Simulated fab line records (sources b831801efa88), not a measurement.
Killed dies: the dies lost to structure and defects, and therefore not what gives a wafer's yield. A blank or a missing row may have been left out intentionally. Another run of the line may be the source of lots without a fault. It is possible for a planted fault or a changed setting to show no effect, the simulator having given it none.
fab line records	flow gf180mcu
[record] lots = 24	wafers = 72	lastDay = 34
route steps=602 shown VT_IMPLANT@111 HV_LDD@183 M4@462 TOP_METAL@584 PASSIVATION@590
lots that met no fault: from a run of the same line without faults
startH: hours from the record's opening day to when the first of the lot's shown wafers began	waitH: how many hours have passed since the lot's step before this one	" unchanged from the row above	L1.1+2: several wafers, shown together as one row	- value missing, or start not given	* or withheld: withheld	< > ~ a bound
route shown NAME@n: names a module that has steps shown in the file, with the first one's number in the route	usual: average and standard deviation across the fault-free wafers	same: alike in all rows	chamber/n: place in a boat	sites: the reading at each site	_std_site: their standard deviation	_edge_site: mean of outer sites minus mean of inner sites	radiusMm: how far each site lies from the wafer's centre	mask NAME#n: copy n	behind: the last tool/chamber to shape the wafer	hold: why the lot went on hold/how many hours it stayed there/how the hold came to an end	device: the transistor (n, p or np) that didn't switch	end of line: the same wafers' tests at the end of the route	a step with no rows: only its recipe	killed: count of dies lost to structure and defects at first sort (not the wafer's yield)	map: dies across one wafer; x = killed, . = not, _ = none there
set.NAME: setting as actually run; set.NAME@STEP: the setting as run at that earlier step	model.NAME: the simulator's own value behind a step, which no gauge read
route steps across a sampled set of lots; one table per step, one row per wafer
services: from which hour (startH, from the record's first day; less than 0 if before it) a tool's chamber was out of use, for how many hours, and why
[[steps]]
[step GF_VT_IMPLANT_TW_MEAS_21]
[usual] VT_IMPLANT_2_TW = 1217/11
lot.wafer	tool	chamber	startH	waitH	VT_IMPLANT_2_TW
L074.1	filmMetro-04	-	128.36	0.1	1221
L074.5	"	-	"	"	1222
L074.6	"	-	"	"	1222
L075.1	filmMetro-04	-	132.79	0.1	1224
L075.3	"	-	"	"	1227
L075.5	"	-	"	"	1227
L076.1	filmMetro-03	-	137.69	0.1	1208
L076.2	"	-	"	"	1206
L076.6	"	-	"	"	1206
L077.1	filmMetro-03	-	146.29	0.1	1209
L077.2	"	-	"	"	1202
L077.4	"	-	"	"	1207
L078.2	filmMetro-04	-	150.50	0.1	1240
L078.5	"	-	"	"	1231
L078.6	"	-	"	"	1236
L079.1	filmMetro-04	-	157.96	0.1	1229
L079.4	"	-	"	"	1230
L079.6	"	-	"	"	1224
L080.2	filmMetro-04	-	163.42	0.1	1233
L080.5	"	-	"	"	1229
L080.6	"	-	"	"	1224
L081.1	filmMetro-02	-	170.19	0.1	1210
L081.3	"	-	"	"	1219
L081.4	"	-	"	"	1213
L082.1	filmMetro-04	-	176.36	0.1	1224
L082.3	"	-	"	"	1232
L082.4	"	-	"	"	1227
L083.4	filmMetro-03	-	185.47	0.1	1203
L083.5	"	-	"	"	1201
L083.6	"	-	"	"	1204
L084.1	filmMetro-03	-	191.76	0.1	1200
L084.4	"	-	"	"	1210
L084.5	"	-	"	"	1210
L085.1	filmMetro-02	-	197.14	0.1	1223
L085.2	"	-	"	"	1225
L085.5	"	-	"	"	1222
L086.4	filmMetro-02	-	202.42	0.1	1218
L086.5	"	-	"	"	1211
L086.6	"	-	"	"	1213
L087.1	filmMetro-03	-	209.36	0.1	1202
L087.3	"	-	"	"	1201
L087.4	"	-	"	"	1202
L088.1	filmMetro-03	-	214.94	0.1	1201
L088.3	"	-	"	"	1200
L088.4	"	-	"	"	1199
L089.1	filmMetro-04	-	220.34	0.1	1231
L089.3	"	-	"	"	1234
L089.4	"	-	"	"	1231
L090.4	filmMetro-02	-	225.74	0.1	1218
L090.5	"	-	"	"	1225
L090.6	"	-	"	"	1220
L091.1	filmMetro-03	-	235.04	0.1	1206
L091.3	"	-	"	"	1206
L091.5	"	-	"	"	1203
L092.2	filmMetro-02	-	239.23	0.1	1218
L092.3	"	-	"	"	1215
L092.5	"	-	"	"	1215
L093.1	filmMetro-04	-	246.09	0.1	1222
L093.2	"	-	"	"	1229
L093.6	"	-	"	"	1227
L094.1	filmMetro-04	-	250.39	0.1	1220
L094.2	"	-	"	"	1224
L094.4	"	-	"	"	1231
L095.1	filmMetro-02	-	260.56	0.1	1220
L095.2	"	-	"	"	1216
L095.3	"	-	"	"	1223
L096.2	filmMetro-03	-	265.82	0.1	1201
L096.3	"	-	"	"	1199
L096.6	"	-	"	"	1199
L097.1	filmMetro-04	-	274.99	0.1	1236
L097.2	"	-	"	"	1229
L097.3	"	-	"	"	1231
[step GF_VT_IMPLANT_STRIP_42]
[recipe] chemistry = O2/N2	powerW = 1400	pressureMtorr = 1500	platenTempC = 250	o2FlowSccm = 3000	n2FlowSccm = 300	overashFraction = 0.5
[usual] drypumpMotorCurrentA = 5.9/0.66	heaterPowerW = 343/29	oesProductAu = 0.715/0.0044	stripTimeToEndpointS = 12.64/0.034
lot.wafer	tool	chamber	startH	waitH	drypumpMotorCurrentA	heaterPowerW	oesProductAu	rfHoursCounterH	stripTimeToEndpointS
L074.1	plasmaAsher-02	0	159.24	0.1	6.8	329	0.720	4	12.67
L074.5	"	1	"	"	5.4	345	0.718	-	12.67
L074.6	"	0	"	"	6.8	327	0.715	-	12.63
L075.1	plasmaAsher-03	1	163.96	0.1	4.7	361	0.717	52	12.62
L075.3	"	1	"	"	4.6	366	0.709	-	12.64
L075.5	"	1	"	"	4.7	364	0.726	-	12.63
L076.1	plasmaAsher-02	1	169.64	0.1	5.4	343	0.710	5	12.66
L076.2	"	0	"	"	6.7	329	0.712	5	12.66
L076.6	"	0	"	"	6.7	318	0.712	-	12.64
L077.1	plasmaAsher-02	0	177.81	0.1	6.8	329	0.708	6	12.66
L077.2	"	1	"	"	5.4	331	0.717	6	12.66
L077.4	"	1	"	"	5.4	344	0.713	-	12.62
L078.2	plasmaAsher-04	0	183.29	0.1	6.1	349	0.713	53	12.65
L078.5	"	0	"	"	6.1	335	0.711	-	12.65
L078.6	"	1	"	"	6.1	386	0.717	-	12.65
L079.1	plasmaAsher-04	1	191.09	0.1	6.1	392	0.722	54	12.66
L079.4	"	1	"	"	6.1	399	0.717	-	12.67
L079.6	"	1	"	"	6.1	392	0.721	-	12.64
L080.2	plasmaAsher-02	0	196.64	0.1	6.7	324	0.718	9	12.62
L080.5	"	1	"	"	5.5	346	0.717	-	12.61
L080.6	"	0	"	"	6.7	330	0.710	-	12.60
L081.1	plasmaAsher-02	1	203.49	0.1	5.4	346	0.715	10	12.66
L081.3	"	1	"	"	5.4	342	0.716	-	12.69
L081.4	"	0	"	"	6.7	327	0.712	-	12.67
L082.1	plasmaAsher-02	0	209.91	0.1	6.7	331	0.708	11	12.64
L082.3	"	0	"	"	6.8	325	0.713	-	12.69
L082.4	"	1	"	"	5.4	344	0.717	-	12.68
L083.4	plasmaAsher-03	0	219.97	0.1	5.2	284	0.715	-	12.59
L083.5	"	0	"	"	5.2	278	0.721	-	12.56
L083.6	"	1	"	"	4.6	356	0.712	-	12.61
L084.1	plasmaAsher-02	1	226.26	0.1	5.4	337	0.711	12	12.58
L084.4	"	0	"	"	6.7	321	0.711	-	12.60
L084.5	"	0	"	"	6.7	326	0.717	-	12.63
L085.1	plasmaAsher-03	1	232.44	0.1	4.6	367	0.719	60	12.60
L085.2	"	0	"	"	5.2	288	0.711	60	12.68
L085.5	"	1	"	"	4.6	364	0.710	-	12.64
L086.4	plasmaAsher-02	1	237.52	0.1	5.5	347	0.716	-	12.65
L086.5	"	1	"	"	5.4	333	0.711	-	12.63
L086.6	"	0	"	"	6.8	322	0.714	-	12.61
L087.1	plasmaAsher-02	1	245.71	0.1	5.4	352	0.710	14	12.62
L087.3	"	0	"	"	6.7	322	0.717	-	12.63
L087.4	"	1	"	"	5.4	334	0.718	-	12.65
L088.1	plasmaAsher-02	0	251.29	0.1	6.8	320	0.717	15	12.65
L088.3	"	0	"	"	6.8	324	0.715	-	12.67
L088.4	"	1	"	"	5.4	346	0.719	-	12.64
L089.1	plasmaAsher-03	0	256.64	0.1	5.2	278	0.717	63	12.58
L089.3	"	0	"	"	5.2	277	0.716	-	12.61
L089.4	"	1	"	"	4.7	376	0.713	-	12.61
L090.4	plasmaAsher-02	1	262.09	0.1	5.4	345	0.720	-	12.60
L090.5	"	0	"	"	6.7	322	0.716	-	12.56
L090.6	"	1	"	"	5.5	339	0.717	-	12.57
L091.1	plasmaAsher-04	0	272.59	0.1	6.1	355	0.721	62	12.68
L091.3	"	1	"	"	6.1	390	0.709	-	12.59
L091.5	"	0	"	"	6.1	345	0.719	-	12.64
L092.2	plasmaAsher-04	1	277.09	0.1	6.1	401	0.719	62	12.68
L092.3	"	0	"	"	6.1	350	0.720	-	12.64
L092.5	"	0	"	"	6.1	345	0.722	-	12.69
L093.1	plasmaAsher-04	0	284.14	0.1	6.1	343	0.720	63	12.63
L093.2	"	1	"	"	6.1	399	0.714	63	12.64
L093.6	"	0	"	"	6.1	342	0.716	-	12.61
L094.1	plasmaAsher-02	1	289.04	0.1	5.4	343	0.712	19	12.59
L094.2	"	0	"	"	6.8	329	0.710	19	12.61
L094.4	"	1	"	"	5.4	331	0.716	-	12.57
L095.1	plasmaAsher-04	1	299.96	0.1	6.1	390	0.719	65	12.63
L095.2	"	0	"	"	6.1	352	0.721	65	12.63
L095.3	"	0	"	"	6.1	341	0.711	-	12.64
L096.2	plasmaAsher-02	1	305.76	0.1	5.4	337	0.714	21	12.67
L096.3	"	1	"	"	5.4	347	0.718	-	12.68
L096.6	"	0	"	"	6.8	323	0.706	-	12.67
L097.1	plasmaAsher-04	0	316.06	0.1	6.1	345	0.713	66	12.68
L097.2	"	1	"	"	6.1	391	0.712	66	12.73
L097.3	"	0	"	"	6.1	342	0.718	-	12.71
[step GF_HV_LDD_CD_MEAS_07]
[recipe] targetCdNm = 400
[usual] cdNm = 400.4/2.1
lot.wafer	tool	chamber	startH	waitH	cdNm
L074.1	cdSem-01	-	220.05	0.1	402.6
L074.5	"	-	"	"	402.1
L074.6	"	-	"	"	402.5
L075.1	cdSem-02	-	223.99	0.1	401.4
L075.3	"	-	"	"	399.3
L075.5	"	-	"	"	398.7
L076.1	cdSem-01	-	230.14	0.1	398.1
L076.2	"	-	"	"	396.9
L076.6	"	-	"	"	398.0
L077.1	cdSem-01	-	237.95	0.1	398.1
L077.2	"	-	"	"	400.3
L077.4	"	-	"	"	398.1
L078.2	cdSem-01	-	245.84	0.1	401.0
L078.5	"	-	"	"	402.5
L078.6	"	-	"	"	400.6
L079.1	cdSem-01	-	253.82	0.1	399.8
L079.4	"	-	"	"	400.3
L079.6	"	-	"	"	401.2
L080.2	cdSem-02	-	257.94	0.1	402.1
L080.5	"	-	"	"	400.8
L080.6	"	-	"	"	399.2
L081.1	cdSem-02	-	265.39	0.1	397.9
L081.3	"	-	"	"	398.6
L081.4	"	-	"	"	400.3
L082.1	cdSem-02	-	273.74	0.1	403.2
L082.3	"	-	"	"	401.0
L082.4	"	-	"	"	402.6
L083.4	cdSem-01	-	285.16	0.1	401.1
L083.5	"	-	"	"	402.1
L083.6	"	-	"	"	401.7
L084.1	cdSem-02	-	291.67	0.1	403.4
L084.4	"	-	"	"	403.9
L084.5	"	-	"	"	403.8
L085.1	cdSem-01	-	298.10	0.3	397.8
L085.2	"	-	"	"	397.3
L085.5	"	-	"	"	400.8
L086.4	cdSem-02	-	303.30	0.1	400.9
L086.5	"	-	"	"	399.7
L086.6	"	-	"	"	399.8
L087.1	cdSem-02	-	310.49	0.1	399.2
L087.3	"	-	"	"	399.9
L087.4	"	-	"	"	399.4
L088.1	cdSem-01	-	317.22	0.1	399.9
L088.3	"	-	"	"	399.3
L088.4	"	-	"	"	398.3
L089.1	cdSem-02	-	323.50	0.1	404.5
L089.3	"	-	"	"	402.3
L089.4	"	-	"	"	402.6
L090.4	cdSem-02	-	330.73	0.1	394.9
L090.5	"	-	"	"	398.4
L090.6	"	-	"	"	396.7
L091.1	cdSem-02	-	343.99	0.1	402.3
L091.3	"	-	"	"	400.9
L091.5	"	-	"	"	400.7
L092.2	cdSem-01	-	346.36	0.1	399.2
L092.3	"	-	"	"	400.1
L092.5	"	-	"	"	399.3
L093.1	cdSem-01	-	357.92	0.1	398.4
L093.2	"	-	"	"	400.2
L093.6	"	-	"	"	400.4
L094.1	cdSem-01	-	363.05	0.1	399.1
L094.2	"	-	"	"	398.3
L094.4	"	-	"	"	397.8
L095.1	cdSem-01	-	370.77	0.1	401.6
L095.2	"	-	"	"	402.6
L095.3	"	-	"	"	401.6
L096.2	cdSem-01	-	377.17	0.1	399.1
L096.3	"	-	"	"	400.0
L096.6	"	-	"	"	400.8
L097.1	cdSem-01	-	389.95	0.1	404.4
L097.2	"	-	"	"	404.9
L097.3	"	-	"	"	402.9
[step GF_M4_THK_MEAS_06]
[recipe] thkMeasGauge = xrf	reads = AlCu_of_M4_SPUTTER_02
[usual] M4_ALCU_THK = 450/5.1
lot.wafer	tool	chamber	startH	waitH	M4_ALCU_THK[nm]
L074.1	filmMetro-01	-	518.10	0.1	445
L074.5	"	-	"	"	449
L074.6	"	-	"	"	442
L075.1	filmMetro-04	-	523.56	0.1	454
L075.3	"	-	"	"	457
L075.5	"	-	"	"	460
L076.1	filmMetro-04	-	532.08	0.1	456
L076.2	"	-	"	"	448
L076.6	"	-	"	"	453
L077.1	filmMetro-04	-	544.09	0.1	444
L077.2	"	-	"	"	451
L077.4	"	-	"	"	448
L078.2	filmMetro-01	-	550.83	0.1	462
L078.5	"	-	"	"	462
L078.6	"	-	"	"	458
L079.1	filmMetro-01	-	560.23	0.1	459
L079.4	"	-	"	"	457
L079.6	"	-	"	"	456
L080.2	filmMetro-03	-	565.53	0.1	440
L080.5	"	-	"	"	446
L080.6	"	-	"	"	444
L081.1	filmMetro-03	-	575.23	0.1	446
L081.3	"	-	"	"	447
L081.4	"	-	"	"	445
L082.1	filmMetro-04	-	584.32	0.1	454
L082.3	"	-	"	"	454
L082.4	"	-	"	"	449
L083.4	filmMetro-04	-	596.51	0.1	443
L083.5	"	-	"	"	450
L083.6	"	-	"	"	445
L084.1	filmMetro-04	-	600.27	0.1	453
L084.4	"	-	"	"	453
L084.5	"	-	"	"	453
L085.1	filmMetro-04	-	611.99	0.1	454
L085.2	"	-	"	"	443
L085.5	"	-	"	"	451
L086.4	filmMetro-04	-	615.91	0.1	457
L086.5	"	-	"	"	457
L086.6	"	-	"	"	453
L087.1	filmMetro-04	-	622.77	0.1	457
L087.3	"	-	"	"	451
L087.4	"	-	"	"	452
L088.1	filmMetro-01	-	627.91	0.1	442
L088.3	"	-	"	"	446
L088.4	"	-	"	"	446
L089.1	filmMetro-01	-	635.94	0.1	445
L089.3	"	-	"	"	447
L089.4	"	-	"	"	446
L090.4	filmMetro-04	-	641.66	0.1	445
L090.5	"	-	"	"	445
L090.6	"	-	"	"	441
L091.1	filmMetro-03	-	654.80	0.1	456
L091.3	"	-	"	"	448
L091.5	"	-	"	"	451
L092.2	filmMetro-03	-	657.55	0.1	457
L092.3	"	-	"	"	451
L092.5	"	-	"	"	451
L093.1	filmMetro-01	-	667.65	0.1	450
L093.2	"	-	"	"	450
L093.6	"	-	"	"	447
L094.1	filmMetro-04	-	672.94	0.1	452
L094.2	"	-	"	"	449
L094.4	"	-	"	"	454
L095.1	filmMetro-04	-	677.90	0.1	443
L095.2	"	-	"	"	445
L095.3	"	-	"	"	446
L096.2	filmMetro-03	-	682.15	0.1	449
L096.3	"	-	"	"	443
L096.6	"	-	"	"	449
L097.1	filmMetro-01	-	695.98	0.1	442
L097.2	"	-	"	"	450
L097.3	"	-	"	"	443
[step GF_TOP_METAL_STRIP_17]
[recipe] chemistry = O2/N2	powerW = 1400	pressureMtorr = 1500	platenTempC = 250	o2FlowSccm = 3000	n2FlowSccm = 300	overashFraction = 0.5
[usual] drypumpMotorCurrentA = 5.7/0.78	heaterPowerW = 326/39	oesProductAu = 0.710/0.0043	stripTimeToEndpointS = 12.95/0.072
lot.wafer	tool	chamber	startH	waitH	drypumpMotorCurrentA	heaterPowerW	oesProductAu	rfHoursCounterH	stripTimeToEndpointS
L074.1	plasmaAsher-01	0	652.94	0.1	6.2	390	0.701	82	12.92
L074.5	"	0	"	"	6.2	385	0.712	-	12.92
L074.6	"	1	"	"	6.6	265	0.708	-	12.88
L075.1	plasmaAsher-03	0	657.08	0.1	5.2	282	0.707	103	12.97
L075.3	"	1	"	"	4.6	364	0.707	-	12.94
L075.5	"	1	"	"	4.6	363	0.709	-	12.88
L076.1	plasmaAsher-01	1	665.24	0.1	6.6	269	0.719	83	13.02
L076.2	"	0	"	"	6.3	393	0.709	83	13.03
L076.6	"	0	"	"	6.2	390	0.714	-	13.07
L077.1	plasmaAsher-03	1	676.03	0.2	4.7	364	0.712	105	13.06
L077.2	"	0	"	"	5.2	274	0.704	105	12.96
L077.4	"	0	"	"	5.2	276	0.705	-	12.95
L078.2	plasmaAsher-02	1	683.81	0.2	5.5	349	0.707	62	12.99
L078.5	"	1	"	"	5.5	337	0.713	-	13.00
L078.6	"	0	"	"	6.7	321	0.714	-	12.95
L079.1	plasmaAsher-01	0	687.72	0.1	6.3	374	0.712	86	12.90
L079.4	"	0	"	"	6.3	389	0.711	-	12.97
L079.6	"	0	"	"	6.3	377	0.710	-	12.92
L080.2	plasmaAsher-02	1	693.94	0.1	5.4	338	0.708	64	12.83
L080.5	"	1	"	"	5.4	349	0.700	-	12.88
L080.6	"	0	"	"	6.8	320	0.711	-	12.85
L081.1	plasmaAsher-03	1	701.12	0.1	4.6	363	0.719	107	12.97
L081.3	"	1	"	"	4.7	363	0.713	-	12.90
L081.4	"	0	"	"	5.2	274	0.712	-	12.88
L082.1	plasmaAsher-02	1	708.72	0.1	5.4	347	0.707	65	12.89
L082.3	"	0	"	"	6.8	326	0.710	-	12.86
L082.4	"	1	"	"	5.5	347	0.704	-	12.94
L083.4	plasmaAsher-02	0	721.50	0.1	6.7	318	0.703	-	13.00
L083.5	"	1	"	"	5.5	342	0.709	-	12.94
L083.6	"	0	"	"	6.8	320	0.708	-	12.87
L084.1	plasmaAsher-01	0	723.94	0.1	6.3	388	0.708	89	13.24
L084.4	"	1	"	"	6.6	258	0.704	-	13.06
L084.5	"	0	"	"	6.3	380	0.715	-	13.10
L085.1	plasmaAsher-01	0	734.88	0.1	6.2	381	0.711	91	13.01
L085.2	"	1	"	"	6.6	268	0.712	91	12.91
L085.5	"	0	"	"	6.2	399	0.713	-	12.86
L086.4	plasmaAsher-02	1	736.16	0.1	5.4	351	0.710	-	12.83
L086.5	"	1	"	"	5.5	344	0.705	-	12.80
L086.6	"	0	"	"	6.8	331	0.704	-	12.80
L087.1	plasmaAsher-02	0	743.26	0.1	6.8	327	0.714	69	12.93
L087.3	"	0	"	"	6.8	323	0.714	-	12.92
L087.4	"	1	"	"	5.4	340	0.709	-	12.93
L088.1	plasmaAsher-03	1	747.09	0.1	4.7	348	0.713	0	12.97
L088.3	"	1	"	"	4.6	349	0.710	-	12.91
L088.4	"	0	"	"	5.2	284	0.706	-	12.87
L089.1	plasmaAsher-02	1	754.31	0.3	5.4	341	0.716	71	13.00
L089.3	"	1	"	"	5.4	347	0.710	-	12.98
L089.4	"	0	"	"	6.7	327	0.704	-	13.03
L090.4	plasmaAsher-03	1	759.32	0.1	4.6	356	0.709	-	13.06
L090.5	"	1	"	"	4.6	357	0.710	-	13.04
L090.6	"	0	"	"	5.2	287	0.707	-	13.05
L091.1	plasmaAsher-01	0	769.86	0.1	6.2	390	0.712	94	12.92
L091.3	"	0	"	"	6.2	383	0.710	-	12.90
L091.5	"	1	"	"	6.6	262	0.713	-	12.97
L092.2	plasmaAsher-03	1	771.83	0.1	4.6	355	0.708	3	12.93
L092.3	"	0	"	"	5.2	282	0.709	-	12.97
L092.5	"	0	"	"	5.2	283	0.701	-	12.95
L093.1	plasmaAsher-03	0	778.58	0.1	5.1	280	0.715	4	13.01
L093.2	"	1	"	"	4.6	359	0.706	4	12.94
L093.6	"	0	"	"	5.2	274	0.706	-	12.93
L094.1	plasmaAsher-02	1	785.61	0.1	5.4	349	0.714	74	13.02
L094.2	"	0	"	"	6.8	312	0.710	74	12.95
L094.4	"	1	"	"	5.4	343	0.701	-	12.98
L095.1	plasmaAsher-03	1	788.63	0.1	4.6	352	0.713	5	13.00
L095.2	"	0	"	"	5.2	286	0.709	5	12.90
L095.3	"	1	"	"	4.6	366	0.718	-	13.02
L096.2	plasmaAsher-03	0	791.38	0.1	5.2	282	0.703	6	12.97
L096.3	"	1	"	"	4.6	350	0.713	-	13.04
L096.6	"	1	"	"	4.6	361	0.712	-	13.03
L097.1	plasmaAsher-02	1	802.89	0.1	5.4	350	0.711	76	12.94
L097.2	"	0	"	"	6.8	325	0.711	76	12.89
L097.3	"	0	"	"	6.7	320	0.712	-	12.93
[step GF_PASSIVATION_THK_MEAS_03]
[recipe] reads = Si3N4_of_PASSIVATION_CVD_02
[usual] PASSIVATION_CVD_02_THK = 702/9.2
lot.wafer	tool	chamber	startH	waitH	PASSIVATION_CVD_02_THK[nm]
L074.1	filmMetro-03	-	653.91	0.1	694
L074.5	"	-	"	"	706
L074.6	"	-	"	"	703
L075.1	filmMetro-01	-	658.38	0.1	691
L075.3	"	-	"	"	688
L075.5	"	-	"	"	712
L076.1	filmMetro-01	-	666.31	0.1	704
L076.2	"	-	"	"	697
L076.6	"	-	"	"	703
L077.1	filmMetro-01	-	677.06	0.1	694
L077.2	"	-	"	"	686
L077.4	"	-	"	"	702
L078.2	filmMetro-01	-	684.85	0.2	709
L078.5	"	-	"	"	727
L078.6	"	-	"	"	715
L079.1	filmMetro-02	-	688.68	0.1	692
L079.4	"	-	"	"	704
L079.6	"	-	"	"	708
L080.2	filmMetro-01	-	695.03	0.2	688
L080.5	"	-	"	"	707
L080.6	"	-	"	"	693
L081.1	filmMetro-02	-	702.43	0.1	710
L081.3	"	-	"	"	711
L081.4	"	-	"	"	712
L082.1	filmMetro-02	-	709.68	0.1	693
L082.3	"	-	"	"	705
L082.4	"	-	"	"	713
L083.4	filmMetro-01	-	722.45	0.0	707
L083.5	"	-	"	"	708
L083.6	"	-	"	"	714
L084.1	filmMetro-02	-	724.90	0.1	705
L084.4	"	-	"	"	709
L084.5	"	-	"	"	704
L085.1	filmMetro-02	-	735.84	0.1	690
L085.2	"	-	"	"	701
L085.5	"	-	"	"	707
L086.4	filmMetro-03	-	737.26	0.2	718
L086.5	"	-	"	"	718
L086.6	"	-	"	"	719
L087.1	filmMetro-02	-	744.37	0.3	700
L087.3	"	-	"	"	695
L087.4	"	-	"	"	702
L088.1	filmMetro-03	-	748.05	0.1	687
L088.3	"	-	"	"	697
L088.4	"	-	"	"	699
L089.1	filmMetro-02	-	755.30	0.1	701
L089.3	"	-	"	"	709
L089.4	"	-	"	"	714
L090.4	filmMetro-01	-	760.32	0.0	710
L090.5	"	-	"	"	698
L090.6	"	-	"	"	701
L091.1	filmMetro-01	-	771.23	0.1	687
L091.3	"	-	"	"	680
L091.5	"	-	"	"	696
L092.2	filmMetro-01	-	772.80	0.2	700
L092.3	"	-	"	"	697
L092.5	"	-	"	"	712
L093.1	filmMetro-01	-	779.54	0.1	703
L093.2	"	-	"	"	691
L093.6	"	-	"	"	702
L094.1	filmMetro-01	-	786.57	0.1	696
L094.2	"	-	"	"	692
L094.4	"	-	"	"	703
L095.1	filmMetro-02	-	789.61	0.1	700
L095.2	"	-	"	"	700
L095.3	"	-	"	"	699
L096.2	filmMetro-01	-	792.35	0.2	695
L096.3	"	-	"	"	687
L096.6	"	-	"	"	698
L097.1	filmMetro-02	-	803.88	0.2	689
L097.2	"	-	"	"	691
L097.3	"	-	"	"	701
[[services]]
tool	chamber	startH	hours	kind
plasmaAsher-01	-	174.08	3.6	repair
plasmaAsher-01	-	178.11	14.2	repair
plasmaAsher-02	-	183.95	2.8	pm
plasmaAsher-01	-	196.50	3.9	repair
plasmaAsher-01	-	338.78	1.8	repair
plasmaAsher-02	-	393.02	7.6	repair
plasmaAsher-04	-	421.25	9.0	pm
plasmaAsher-01	-	475.77	0.7	repair
plasmaAsher-04	-	483.93	2.8	pm
plasmaAsher-03	-	489.03	2.8	pm
plasmaAsher-01	-	504.41	2.1	repair
plasmaAsher-03	-	533.18	28.1	pm
plasmaAsher-04	-	553.07	0.7	repair
plasmaAsher-01	-	553.24	1.3	repair
plasmaAsher-04	-	582.71	0.6	repair
plasmaAsher-03	-	604.17	1.4	repair
plasmaAsher-04	-	605.81	1.6	repair
plasmaAsher-01	-	613.98	14.6	pm
plasmaAsher-03	-	733.75	9.0	pm
plasmaAsher-03	0	733.75	9.0	ventCycle
plasmaAsher-03	1	733.75	9.0	ventCycle
plasmaAsher-01	-	739.12	1.3	repair
plasmaAsher-03	0	742.75	-	clean
plasmaAsher-01	-	773.07	28.1	pm
[[key]]
fault none
